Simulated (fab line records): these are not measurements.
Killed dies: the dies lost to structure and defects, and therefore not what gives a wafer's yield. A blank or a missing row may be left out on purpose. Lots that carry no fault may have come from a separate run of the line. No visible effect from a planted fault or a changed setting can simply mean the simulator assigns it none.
Code-filled problem report in 8D (eight disciplines) form || flow gf180mcu || the parts of the form that need people (team, actions taken, sign-off) are left out

1. THE ISSUE
Across 6 wafers from 2 lots, V5_OVL at GF_V5_OVL_MEAS_15 averages 74 nm, while fault-free wafers read -3 nm with a standard deviation of 4.5. That puts it +17 standard deviations away from the usual mean.
Seen first at day 32 11:58 on overlay-01, wafer L788.3. The record has a number at this step for 36 wafers belonging to 12 lots. By rule, "out" or "out of limits" means more than 4 standard deviations away from the usual mean. All remaining wafers that have a number are taken as sound.

2. WHAT IT IS, WHAT IT ISN'T
{"question": "which readings at this step", "is": "V5_OVL", "is not": "-"}
{"question": "which lots", "is": "L788, L791", "is not": "L770, L771, L772, L774, L775, L778, L780, L781, L792, L793"}
{"question": "which wafers of those lots", "is": "all that have a number", "is not": "-"}
{"question": "read on which gauges", "is": "overlay-01, overlay-02", "is not": "-"}
{"question": "when", "is": "from day 32 11:58", "is not": "up to then (24 sound wafers); but 6 sound wafers of L792, L793 came after"}

3. SUSPECTS, AND WHAT RULES EACH OUT
Counting: a tool at a process step up to the reading stays a suspect if it ran every lot that is out and no sound lot after the first of them.
- the gauge at GF_V5_OVL_MEAS_15 has been ruled out. Those wafers that are out were read across 2 gauges (overlay-01, overlay-02).
- plasmaAsher-03 at GF_M5_STRIP_11 (strips in O2/N2): ruled out as a lasting fault. Following L788 (day 31 18:08), the first lot on it that is out, the sound lots L792, L793 were run on it.
- krfScanner-02 at GF_V5_EXPOSE_11 (exposes mask Via5, target cd 260 nm): kept. All lots that are out passed through it, beginning with L788 at day 32 03:55, and no sound lot followed; its final sound lot before that point was L780 at day 29 22:44.
Remaining after the count: krfScanner-02 at GF_V5_EXPOSE_11.

4. THE CAUSE (what the simulator had put in)
Scanner matching overlay: krfScanner-02, from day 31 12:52 on, at GF_V5_EXPOSE_11. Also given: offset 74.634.
This tool alone remained once counting was done.

5. THE EFFECT CHAIN, in route order
Rows list readings where the struck wafers' mean (over those with a number) sits beyond 3 standard deviations from the usual. Only readings for which the record gives a usual standard deviation are gone through. hours: the time from each lot's start at the first step in this table that gives one to its start at this step, as a median over the lots. sigmas: the change in usual standard deviations.
{"hours": 0, "step": "GF_V5_OVL_MEAS_15", "reading": "V5_OVL", "usual": "-3 nm", "on struck wafers": 74, "change": "+78", "sigmas": "+17"}
At these later measuring or inspecting steps, every struck wafer for which the step has a row has a number for every such reading, and none has moved that far: GF_TOP_METAL_RS_MEAS_05.

6. HOW IT WOULD HAVE BEEN CAUGHT EARLIER
23 hours passed between the start of the fault at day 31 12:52 and the first reading out of limits at a measuring or inspecting step in this record, taken at day 32 11:58.
No tool reading at GF_V5_EXPOSE_11 that has a usual standard deviation in the record was out on any struck wafer, so an alarm limit of 4 standard deviations on those readings would not have fired.
Of the lots that are out (2), L791 began GF_V5_EXPOSE_11 on krfScanner-02 after day 32 11:58. A tool hold placed at that time would have kept it from harm.
